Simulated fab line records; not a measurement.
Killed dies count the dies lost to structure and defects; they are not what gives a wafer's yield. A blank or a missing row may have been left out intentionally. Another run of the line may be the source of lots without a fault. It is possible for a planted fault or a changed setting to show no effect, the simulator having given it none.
fab line records	flow sky130
[record] lots = 5	wafers = 15	last-day = 50
route steps=708 shown FIELD_ISO@11 NWELL@32 DNWELL@35 PWDE@45 PAD_OPEN@708
lots that met no fault: taken from a fault-free run of the same line
start-h: hours from the record's opening day to when the first of the lot's shown wafers began	wait-h: how many hours have passed since the lot's step before this one	" the same as in the row above	L1.1+2: several wafers, shown together as one row	- no value, or no start given	* or withheld: withheld	< > ~ a bound
route shown NAME@n: a module of which the file shows steps, and the number in the route of the first	usual: the fault-free wafers' mean and standard deviation	same: alike in all rows	chamber/n: place in a boat	sites: the reading at each site	_std_site: how widely they spread, as a standard deviation	_edge_site: mean of outer sites minus mean of inner sites	radius-mm: for every site, how far away it sits from the centre of the wafer	mask NAME#n: copy n	behind: tool/chamber where the wafer was last shaped	hold: reason for holding the lot/hours on hold/outcome of the hold	device: transistor that didn't switch, given as n, p or np	end of line: the route-end tests of the same wafers	a step given without rows: its recipe and nothing more	killed: count of dies lost to structure and defects at first sort (not the wafer's yield)	map: shows each die of a wafer: x if killed, . if not, _ if none is there
set.NAME: the setting as run; set.NAME@STEP: as run at that earlier step	model.NAME: the simulator's own value behind a step, which no gauge read
lots at selected steps of the route; one table per step, one row per wafer
services: from which hour (start-h, from the record's first day; less than 0 if before it) a tool's chamber was out of use, for how many hours, and why
[[steps]]
[step SKY_FIELD_ISO_EXPOSE_10]
[recipe] mask-id = FOM	na = 0.68	source-shape = annular	sigma-inner = 0.4	sigma-outer = 0.8	target-cd-nm = 150	dose-mj = 27.73
[step SKY_FIELD_ISO_PEB_11]
[recipe] peb-temp-c = withheld	peb-time-s = withheld	resist = KrF-thick
[step SKY_FIELD_ISO_DEVELOP_12]
[recipe] develop-time-s = 60	resist = KrF-thick	dev-temp-c = 21
[step SKY_FIELD_ISO_ETCH_14]
[recipe] chemistry = N2/H2	target = BARC	ion-energy-ev = 200	source-w = 500	bias-w = 100	pressure-mtorr = 30	n2-flow-sccm = 100	h2-flow-sccm = 200	stop-on = SiO2	time-s = 45.9	target-depth-a = 600
[step SKY_FIELD_ISO_ETCH_15]
[recipe] chemistry = CHF3/O2	target-depth-nm = 180	stop-on = Si	source-w = 600	bias-w = 200	pressure-mtorr = 40	chf3-flow-sccm = 50	O2_flow_sccm = 5	time-s = 72
[step SKY_FIELD_ISO_STRIP_16]
[recipe] chemistry = O2/N2	power-w = 1400	pressure-mtorr = 1500	platen-temp-c = withheld	o2-flow-sccm = 3000	n2-flow-sccm = 300	overash-fraction = 0.5
[step SKY_FIELD_ISO_ETCH_17]
[recipe] target-depth-a = 3420	mask-material = Si3N4	chemistry = HBr/Cl2/O2	target = Si	taper-deg = 5	icp-w = 600	bias-w = 150	pressure-mtorr = 15	HBr_flow_sccm = 150	Cl2_flow_sccm = 40	O2_flow_sccm = 6	time-s = 97.7
[step SKY_FIELD_ISO_WET_ETCH_18]
[recipe] chemistry = H3PO4	target-depth-nm = 25	temp-c = 160	target = Si3N4	time-s = 286
[step SKY_FIELD_ISO_CLEAN_19]
[recipe] chemistry = SC1/SC2	mix = 1:4:20	temp-c = 70	time-s = 150
[step SKY_FIELD_ISO_CLEAN_20]
[recipe] chemistry = dHF	time-s = 20	dilution = 100:1
[step SKY_FIELD_ISO_WET_ETCH_21]
[recipe] chemistry = dHF	dilution = 100:1	target-depth-nm = 20	dry = ipa-marangoni	target = SiO2	temp-c = 25	time-s = 411.6
[step SKY_FIELD_ISO_OXIDATION_22]
[recipe] temp-c = 950	ambient = O2	stabilise-s = 600	purge-s = 300	target-thk-a = 100	ox-time-s = 623
[usual] ox-temp-c-max = 955.3/1.5	tube-center-temp-C = 950.01/0.089
[same] purge-s = 300
lot.wafer	tool	chamber	start-h	wait-h	ox-temp-c-max	tube-center-temp-C
L654.2	furnace-02	0	52.53	0.7	955.4	949.84
L654.3	"	0	"	"	957.9	950.09
L654.6	"	0	"	"	956.8	949.97
L659.1	furnace-02	0	70.00	0.0	955.6	949.99
L659.3	"	0	"	"	956.8	950.06
L659.6	"	0	"	"	957.7	949.93
L662.4	furnace-02	0	86.21	0.1	957.1	949.9
L662.5	"	0	"	"	956.1	950.01
L662.6	"	0	"	"	956.7	950.04
L663.1	furnace-02	0	93.11	1.5	954.4	950.16
L663.3	"	0	"	"	955.9	950.13
L663.5	"	0	"	"	955.9	949.95
L670.4	furnace-01	0	131.63	0.5	953.9	950.04
L670.5	"	0	"	"	955.0	950.23
L670.6	"	0	"	"	954.7	949.98
[step SKY_FIELD_ISO_CVD_24]
[recipe] material = SiO2	target-thk-nm = 595	temp-c = 650	sigma-open-frac = 0.3	time-s = 99.2	sih4-flow-sccm = 60	pressure-mtorr = 6
[step SKY_FIELD_ISO_ANNEAL_26]
[recipe] temp-c = 1000	time-s = 1800	ambient = N2
[step SKY_FIELD_ISO_CMP_27]
[recipe] stop-on = Si3N4	t-overpolish-s = 16	down-force-psi = 4	platen-rpm = 60	target-thk-nm = 457.8	pad-velocity-m-s = 0.94248
[step SKY_FIELD_ISO_WET_ETCH_28]
[recipe] chemistry = dHF	target-depth-nm = 23.7	target = SiO2	dilution = 10:1	temp-c = 25	time-s = 47
[step SKY_FIELD_ISO_WET_ETCH_29]
[recipe] chemistry = H3PO4	target-depth-nm = 160	target = Si3N4	temp-c = 160	time-s = 1825
[step SKY_FIELD_ISO_WET_ETCH_30]
[recipe] chemistry = dHF	target-depth-nm = 25	target = SiO2	dilution = 10:1	temp-c = 25	time-s = 50
[step SKY_NWELL_CLEAN_00]
[recipe] chemistry = SC1/SC2	mix = 1:4:20	temp-c = 70	time-s = 150	dry = n2-spin
[step SKY_NWELL_OXIDATION_01]
[recipe] temp-c = 900	ambient = O2	stabilise-s = 600	purge-s = 300	target-thk-a = 100	ox-time-s = 1418
[step SKY_DNWELL_DEHYDRATE_00]
[recipe] temp-c = 200	time-s = 60
[step SKY_DNWELL_HMDS_01]
[recipe] prime-time-s = 60	prime-temp-c = 120
[step SKY_DNWELL_COAT_02]
[recipe] spin-rpm = 2000	resist-thk-nm = 3000
[step SKY_DNWELL_SOFTBAKE_03]
[recipe] temp-c = 110	time-s = withheld
[step SKY_DNWELL_EXPOSE_04]
[recipe] mask-id = DNM	na = 0.57	target-cd-nm = 3000	dose-mj = 222
[step SKY_DNWELL_PEB_05]
[recipe] temp-c = 115	time-s = withheld
[step SKY_DNWELL_DEVELOP_06]
[recipe] wall-angle-deg = 90	developer = TMAH	develop-time-s = 60	dev-temp-c = 23
[step SKY_DNWELL_IMPLANT_07]
[recipe] species = P	energy-kev = withheld	dose-cm2 = withheld	tilt-deg = withheld
[step SKY_DNWELL_STRIP_08]
[recipe] chemistry = O2/N2	power-w = 1400	pressure-mtorr = 1500	platen-temp-c = withheld	o2-flow-sccm = 3000	n2-flow-sccm = 300	overash-fraction = 0.5
[step SKY_PWDE_DEHYDRATE_00]
[recipe] temp-c = 200	time-s = 60
[step SKY_PWDE_HMDS_01]
[recipe] prime-time-s = 60	prime-temp-c = 120
[step SKY_PWDE_COAT_02]
[recipe] spin-rpm = 2000	resist-thk-nm = 3000
[step SKY_PWDE_SOFTBAKE_03]
[recipe] temp-c = 110	time-s = withheld
[step SKY_PWDE_EXPOSE_04]
[recipe] mask-id = PWDEM	na = 0.6	source-shape = conventional	sigma-outer = 0.6	polarization = unpolarized	target-cd-nm = 840	dose-mj = 214
[step SKY_PWDE_PEB_05]
[recipe] temp-c = 115	time-s = withheld
[step SKY_PWDE_DEVELOP_06]
[recipe] wall-angle-deg = 90	developer = TMAH	develop-time-s = 60	dev-temp-c = 23
[step SKY_PAD_OPEN_PROBE_99]
[usual] killed_at_M0_to_M3 = 44/6.8	killed_at_M4_up = 2.9/1.9	killed-at-contacts = 24/5.2	killed-at-front-end = 16/4.1	killed-at-other = 0.4/0.74	killed-dies = 88/9.1	killed-on-rim = 17/4	killed-open = 48/7.2	killed-short = 39/5.6
[same] gross-dies = 492	killed-at-back-side = 0
lot.wafer	tool	chamber	start-h	wait-h	killed_at_M0_to_M3	killed_at_M4_up	killed-at-contacts	killed-at-front-end	killed-at-other	killed-dies	killed-on-rim	killed-open	killed-short
L659.1	prober-02	-	1129.44	0.1	49	1	25	145	0	220	45	48	40
L659.3	prober-02	-	1129.54	0.2	45	3	26	128	0	202	30	43	41
L659.6	prober-02	-	1129.69	0.2	31	2	23	127	3	186	35	39	31
L662.4	prober-01	-	1133.43	0.2	37	3	17	137	0	194	47	46	23
L662.5	prober-01	-	1133.48	0.2	37	4	20	116	0	177	49	32	37
L662.6	prober-01	-	1133.53	0.2	33	6	29	124	2	194	44	43	35
L663.1	prober-02	-	1143.34	0.1	47	4	18	126	0	195	38	40	47
L663.3	prober-02	-	1143.44	0.2	38	3	33	133	1	208	43	51	40
L663.5	prober-02	-	1143.54	0.2	48	1	23	121	1	194	38	44	41
// killed by level:class
L659.1 FIELD_ISO:unspecified=129 VIA1:geometric-particle:open=13 LI_CONTACT:geometric-particle:open=7 CONTACT:geometric-particle:open=7 VIA3:geometric-particle:open=6 METAL2:geometric-particle:short=5 METAL1:geometric-particle:short=5 FIELD_ISO:geometric-particle:open=4
L659.3 FIELD_ISO:unspecified=118 VIA3:geometric-particle:open=11 VIA1:geometric-particle:open=8 LOCAL_INTERCONNECT:geometric-particle:short=7 CONTACT:geometric-particle:short=6 CONTACT:geometric-particle:open=6 FIELD_ISO:geometric-particle:open=4 LI_CONTACT:geometric-particle:short=4
L659.6 FIELD_ISO:unspecified=115 CONTACT:geometric-particle:open=6 VIA2:geometric-particle:open=6 LI_CONTACT:geometric-particle:open=5 CONTACT:geometric-particle:short=5 VIA1:geometric-particle:open=5 VIA3:geometric-particle:open=4 FIELD_ISO:geometric-particle:short=3
L662.4 FIELD_ISO:unspecified=125 VIA3:geometric-particle:open=11 CONTACT:geometric-particle:open=8 VIA1:geometric-particle:open=7 VIA2:geometric-particle:open=5 FIELD_ISO:geometric-particle:open=3 FIELD_ISO:geometric-particle:short=3 SPACER:geometric-particle:open=3
L662.5 FIELD_ISO:unspecified=108 CONTACT:geometric-particle:open=7 VIA3:geometric-particle:open=6 CONTACT:geometric-particle:short=5 VIA1:geometric-particle:short=5 LOCAL_INTERCONNECT:geometric-particle:short=4 VIA1:geometric-particle:open=4 METAL2:geometric-particle:short=4
L662.6 FIELD_ISO:unspecified=116 CONTACT:geometric-particle:open=15 LI_CONTACT:geometric-particle:open=7 METAL2:geometric-particle:short=6 FIELD_ISO:geometric-particle:open=5 METAL1:geometric-particle:short=4 VIA1:geometric-particle:short=4 VIA1:geometric-particle:open=4
L663.1 FIELD_ISO:unspecified=107 VIA3:geometric-particle:open=9 VIA1:geometric-particle:open=8 VIA1:geometric-particle:short=8 FIELD_ISO:geometric-particle:short=7 LI_CONTACT:geometric-particle:open=7 VIA2:geometric-particle:open=6 POLY_GATE:geometric-particle:short=5
L663.3 FIELD_ISO:unspecified=116 LI_CONTACT:geometric-particle:open=11 CONTACT:geometric-particle:open=11 VIA1:geometric-particle:open=10 METAL2:geometric-particle:short=8 FIELD_ISO:geometric-particle:short=6 VIA1:geometric-particle:short=6 LOCAL_INTERCONNECT:geometric-particle:short=5
L663.5 FIELD_ISO:unspecified=109 VIA1:geometric-particle:open=10 CONTACT:geometric-particle:short=10 VIA3:geometric-particle:open=9 VIA2:geometric-particle:open=7 FIELD_ISO:geometric-particle:short=5 CONTACT:geometric-particle:open=5 METAL2:geometric-particle:short=5
// map L659.1 (x killed, . not)
__________..x.xx..x._________
________xx.x.x.x.....x_______
______..x......x.x..x..._____
_____...xx.xx...xxx.x.xxx____
____........xxx........xx.___
___xxx.x.x..x....xx..xxx..x__
__.xxx..x..xxxx..........xx._
_x.x.x..x.xxx.x.xx.xx..x.x...
_...x..x......x.........x..xx
_....x..x..x..xxxxxxxxxx.xx.x
_x..x..x..x..x..xx...x.xxx...
_.xxxxx...x..x...x..x..x.xxx.
_.xxxx...x......xx.x...x.xxxx
_.xxxx...x........xxxxx...x..
_..xx..x..x.xx...xx.x.x.x..x.
__......x.xx.x.x...xxx...xxx_
___x...xxxx.....x.xx.x.x.x.__
____.xx...x.xxx.xxx.x.xxx.___
_____...xx.xxx.x.xx..x.xx____
______x.x.xx...xxxx.xxx._____
________xx..xx..xx..x._______
__________x.xxxxxx.x_________
// map L662.4 (x killed, . not)
__________x...x..x.._________
________x...x.x....xxx_______
______.xxx...x.x.x......_____
_____xxxx..x.x......x.x..____
____...x.xxxx.x.....xx.xx.___
___.x.x.x.x.x..x....x..xxx.__
__x.x...x....x..x.x.x....xx._
_.x...x.........x.x.x..xxxx.x
_x.xx.x.x....xxx.xxxxxx....xx
_xx...xx..xx...xx.x....x....x
_xx.x..x..xx..x..x..xx...xx..
_x....x..xx...........x..x.x.
_..xx......xx.xx..x.xx.xxx..x
_...x..x.x..x...x..xxxxx....x
_xx...xx.x..xx.xxx.x..x.....x
__xx.....x..x...x....xx.xx.x_
___xx..x..........x......x.__
____xxxx....xx...x..x...x.___
_____..xx.x.x.....xxxxxxx____
______..x...xx..x..x...._____
________...xx....x.x.._______
__________.xxxx..x.._________
[[services]]
tool	chamber	start-h	hours	kind
furnace-01	-	71.53	2.9	pm
furnace-01	-	90.42	6.3	pm
furnace-02	-	119.59	3.4	pm
[[key]]
[first-sign] step = SKY_PAD_OPEN_PROBE_99	reading = killed-at-front-end	direction = up	sigmas = 28	usual = 16	struck = 129
[effect] step = SKY_PAD_OPEN_PROBE_99	reading = killed-dies	direction = up	sigmas = 12	usual = 88	struck = 197
met-at SKY_FIELD_ISO_OXIDATION_22
struck-wafers L659.1,L659.3,L659.6,L662.4,L662.5,L662.6,L663.1,L663.3,L663.5
tester-left-out L659,L662,L663
onset-between 52.53 70.00
[fault] kind = chamber-particle-source	tool = furnace-02	chamber = -	onset-h = 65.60	steps = SKY_FIELD_ISO_OXIDATION_22	rate-per-visit-cm2 = 0.58745	end-h = 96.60
// tester-left-out: of these lots the tester's yield and bins aren't shown, on N5 and GAA mostly nor the transistor test; their killed dies are dies lost to structure and defects alone, not to doping, threshold or leakage, so they don't give the yield
